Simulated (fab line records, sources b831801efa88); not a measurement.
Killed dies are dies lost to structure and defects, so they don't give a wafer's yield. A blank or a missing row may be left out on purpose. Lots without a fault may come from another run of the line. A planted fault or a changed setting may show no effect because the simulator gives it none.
Which tool did it? | flow gf180mcu | 12 lots, 36 wafers sampled, at 6 steps of a route of 602

WHAT THE GAUGES READ, wafer by wafer
GF_DNWELL_TW_MEAS_09. Usual: DNWELL_TW 1346, standard deviation 6.1.
lot  | measured    | on            | DNWELL_TW      | flag
L879 | day 3 10:07 | film_metro-01 | 1334 1336 1336 |
L880 | day 3 18:02 | film_metro-03 | 1350 1348 1358 |
L883 | day 4 08:59 | film_metro-03 | 1353 1351 1346 |
L885 | day 4 17:50 | film_metro-01 | 1341 1346 1345 |
L886 | day 5 00:58 | film_metro-03 | 1344 1354 1352 |
L888 | day 5 10:31 | film_metro-03 | 1356 1352 1344 |
L891 | day 6 01:36 | film_metro-01 | 1352 1356 1344 |
L892 | day 6 09:44 | film_metro-02 | 1332 1340 1332 |
L895 | day 6 22:35 | film_metro-01 | 1351 1357 1354 |
L896 | day 7 05:26 | film_metro-02 | 1343 1342 1342 |
L897 | day 7 10:43 | film_metro-03 | 1355 1346 1357 |
L899 | day 8 01:25 | film_metro-01 | 1341 1346 1341 |

GF_MVSD_TW_MEAS_11. Usual: MVSD_TW 1578, standard deviation 12.
lot  | measured     | on            | MVSD_TW        | flag
L879 | day 5 02:44  | film_metro-04 | 1594 1602 1604 |
L880 | day 5 11:20  | film_metro-03 | 1572 1583 1567 |
L883 | day 6 03:31  | film_metro-03 | 1657 1657 1656 | OFF
L885 | day 6 13:58  | film_metro-03 | 1669 1664 1666 | OFF
L886 | day 6 20:38  | film_metro-01 | 1663 1660 1654 | OFF
L888 | day 7 07:14  | film_metro-01 | 1574 1564 1575 |
L891 | day 8 01:16  | film_metro-01 | 1571 1566 1567 |
L892 | day 8 10:00  | film_metro-01 | 1570 1582 1578 |
L895 | day 8 23:54  | film_metro-04 | 1599 1590 1595 |
L896 | day 9 08:10  | film_metro-03 | 1570 1567 1568 |
L897 | day 9 13:17  | film_metro-04 | 1607 1606 1603 |
L899 | day 10 05:46 | film_metro-03 | 1579 1576 1580 |

GF_VT_IMPLANT_TW_MEAS_10. Usual: VT_IMPLANT_TW 561, standard deviation 3.7.
lot  | measured     | on            | VT_IMPLANT_TW | flag
L879 | day 6 06:53  | film_metro-01 | 561 562 562   |
L880 | day 6 17:07  | film_metro-02 | 556 561 561   |
L883 | day 7 11:04  | film_metro-02 | 564 563 561   |
L885 | day 7 21:08  | film_metro-01 | 563 562 561   |
L886 | day 8 04:32  | film_metro-02 | 557 561 559   |
L888 | day 8 15:18  | film_metro-04 | 569 567 571   |
L891 | day 9 10:41  | film_metro-02 | 559 560 560   |
L892 | day 9 20:14  | film_metro-02 | 561 560 558   |
L895 | day 10 11:35 | film_metro-01 | 560 559 557   |
L896 | day 10 19:37 | film_metro-02 | 561 556 558   |
L897 | day 11 01:14 | film_metro-01 | 564 558 559   |
L899 | day 11 18:26 | film_metro-01 | 560 562 557   |

GF_VT_IMPLANT_RS_MEAS_46: measures by four-point-probe. Usual: MVSD_RS 456.7 ohm/sq, standard deviation 1.1.
lot  | measured     | on            | MVSD_RS (ohm/sq)  | flag
L879 | day 8 06:47  | film_metro-01 | 458.0 456.9 457.5 |
L880 | day 8 16:20  | film_metro-03 | 458.3 457.0 456.2 |
L883 | day 9 13:09  | film_metro-01 | 417.8 417.0 417.3 | OFF
L885 | day 10 00:19 | film_metro-01 | 416.9 415.1 414.8 | OFF
L886 | day 10 09:02 | film_metro-04 | 416.6 416.2 415.0 | OFF
L888 | day 10 19:37 | film_metro-01 | 456.3 457.5 455.7 |
L891 | day 11 18:02 | film_metro-04 | 458.0 456.5 458.5 |
L892 | day 12 04:13 | film_metro-01 | 457.0 456.5 457.8 |
L895 | day 12 21:08 | film_metro-04 | 455.6 456.9 458.1 |
L896 | day 13 04:44 | film_metro-04 | 458.4 457.2 455.9 |
L897 | day 13 10:16 | film_metro-03 | 455.2 456.0 455.7 |
L899 | day 14 02:58 | film_metro-03 | 456.0 457.5 457.3 |

WHICH TOOL RAN EACH LOT (tool, then ch and the chambers of the sampled wafers, then the start)
lot  | GF_STI_CMP_25                | GF_MVSD_IMPLANT_08
L879 | cmp-02 ch 1,2,3, day 2 19:17 | implanter-04 ch 0, day 5 02:20
L880 | cmp-01 ch 1,2,3, day 3 03:24 | implanter-04 ch 0, day 5 10:58
L883 | cmp-01 ch 0,1,3, day 3 16:52 | implanter-04 ch 0, day 6 03:08
L885 | cmp-01 ch 0,1,3, day 4 01:45 | implanter-04 ch 0, day 6 13:35
L886 | cmp-02 ch 2,3, day 4 08:47   | implanter-04 ch 0, day 6 20:14
L888 | cmp-01 ch 1,2,3, day 4 17:52 | implanter-01 ch 0, day 7 06:52
L891 | cmp-02 ch 0,3, day 5 08:31   | implanter-02 ch 0, day 8 00:52
L892 | cmp-02 ch 0,2, day 5 15:20   | implanter-02 ch 0, day 8 09:37
L895 | cmp-02 ch 0,1, day 6 04:28   | implanter-02 ch 0, day 8 23:32
L896 | cmp-02 ch 2,3, day 6 11:10   | implanter-01 ch 0, day 9 07:47
L897 | cmp-02 ch 0,2,3, day 6 17:20 | implanter-01 ch 0, day 9 12:53
L899 | cmp-01 ch 0,1,3, day 7 04:59 | implanter-02 ch 0, day 10 05:22
- GF_STI_CMP_25: polishes, stops on Si3N4, t overpolish 33 s, target thk 524.6 nm.
- GF_MVSD_IMPLANT_08

WHAT THE TOOLS THEMSELVES READ (means of the sampled wafers that have a number; where no wafer has one, the mark that the record gives instead)
GF_STI_CMP_25. Usual: head_pressure_psi 3.999 psi, standard deviation 0.0079; motor_current_A 12.1 A, standard deviation 0.85; overpolish_run_s 33.001 s, standard deviation 0.0091; slurry_flow_ml_min 150.0, standard deviation 0.5; time_to_endpoint_s 122 s, standard deviation 5.
lot  | tool   | head_pressure_psi (psi) | motor_current_A (A) | overpolish_run_s (s) | slurry_flow_ml_min | time_to_endpoint_s (s) | flag
L879 | cmp-02 | 4.004                   | 12.0                | 33.005               | 150.2              | 124                    |
L880 | cmp-01 | 4.003                   | 11.9                | 33.000               | 149.5              | 125                    |
L883 | cmp-01 | 3.997                   | 12.0                | 33.006               | 150.0              | 124                    |
L885 | cmp-01 | 4.001                   | 11.8                | 32.996               | 149.9              | 125                    |
L886 | cmp-02 | 4.002                   | 12.3                | 33.000               | 149.8              | 117                    |
L888 | cmp-01 | 3.999                   | 12.2                | 33.001               | 149.7              | 121                    |
L891 | cmp-02 | 4.007                   | 12.9                | 32.997               | 150.0              | 114                    |
L892 | cmp-02 | 3.993                   | 12.2                | 33.005               | 149.7              | 119                    |
L895 | cmp-02 | 4.001                   | 11.2                | 33.002               | 149.3              | 121                    |
L896 | cmp-02 | 3.996                   | 12.8                | 33.003               | 150.2              | 118                    |
L897 | cmp-02 | 3.990                   | 12.6                | 32.999               | 149.5              | 118                    |
L899 | cmp-01 | 4.002                   | 12.0                | 33.009               | 149.9              | 127                    |

GF_MVSD_IMPLANT_08. Usual: beam_on_s 10.02 s, standard deviation 0.19; end_station_pressure_torr 5.1e-06 Torr, standard deviation 2.5e-07; faraday_current_uA 90.0, standard deviation 1.7.
lot  | tool         | beam_on_s (s) | end_station_pressure_torr (Torr) | faraday_current_uA | flag
L879 | implanter-04 | 9.86          | 5.2e-06                          | 91.5               |
L880 | implanter-04 | 9.91          | 5.0e-06                          | 91.3               |
L883 | implanter-04 | 12.06         | 9.4e-05                          | 75.2               | OFF
L885 | implanter-04 | 12.00         | 9.4e-05                          | 75.7               | OFF
L886 | implanter-04 | 12.41         | 9.6e-05                          | 73.1               | OFF
L888 | implanter-01 | 10.02         | 5.4e-06                          | 90.1               |
L891 | implanter-02 | 9.97          | 4.8e-06                          | 90.4               |
L892 | implanter-02 | 10.04         | 5.1e-06                          | 89.7               |
L895 | implanter-02 | 10.14         | 5.1e-06                          | 89.1               |
L896 | implanter-01 | 9.97          | 5.0e-06                          | 90.7               |
L897 | implanter-01 | 9.94          | 5.2e-06                          | 90.7               |
L899 | implanter-02 | 10.03         | 4.9e-06                          | 89.7               |

THE ANSWER, worked out from the rows above alone
Rule: a lot is off if the mean of its wafers that have a number lies more than 3 standard deviations from the usual mean. A lot without any number at a reading at which 4 lots or more have one is off too. The other lots that the step has rows for count as sound. The gauges are gone through in route order, then the tools' own readings, and for those a lot's mean is taken as printed above. The first step at which some lot is off is used, and at that step the reading that is off furthest; a lot without a number counts as furthest.
Off: L883, L885, L886, at GF_MVSD_TW_MEAS_11 (MVSD_TW).
A tool fits if, at a process step before that reading, it ran every lot that is off, and no sound lot after the first of them. The gauges at GF_MVSD_TW_MEAS_11 aren't tried: what is off there is off at GF_MVSD_IMPLANT_08 too, on other tools, and a gauge's error can't cause that. One fits: implanter-04 at GF_MVSD_IMPLANT_08. Its last sound lot is L880 (day 5 10:58), its first lot that is off L883 (day 6 03:08): a fault that began between those two fits.
The tool's own readings at GF_MVSD_IMPLANT_08 bear it out: on the lots that are off they differ by more than 5 times the standard deviation of the sound lots' means. beam_on_s reads 12.16 s there against 9.99 s on the sound lots; end_station_pressure_torr reads 9.5e-05 Torr there against 5.1e-06 Torr on the sound lots; faraday_current_uA reads 74.7 there against 90.4 on the sound lots.

WHAT THE SIMULATOR HAD PUT IN
Process parameter drift: implanter-04, from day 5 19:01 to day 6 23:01, at GF_MVSD_IMPLANT_08. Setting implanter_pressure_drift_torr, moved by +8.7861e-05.
Process parameter drift: implanter-04, from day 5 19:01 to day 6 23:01, at GF_MVSD_IMPLANT_08. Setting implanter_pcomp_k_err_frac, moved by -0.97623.
Lots struck among those shown: L883, L885, L886. The rule above found the same.
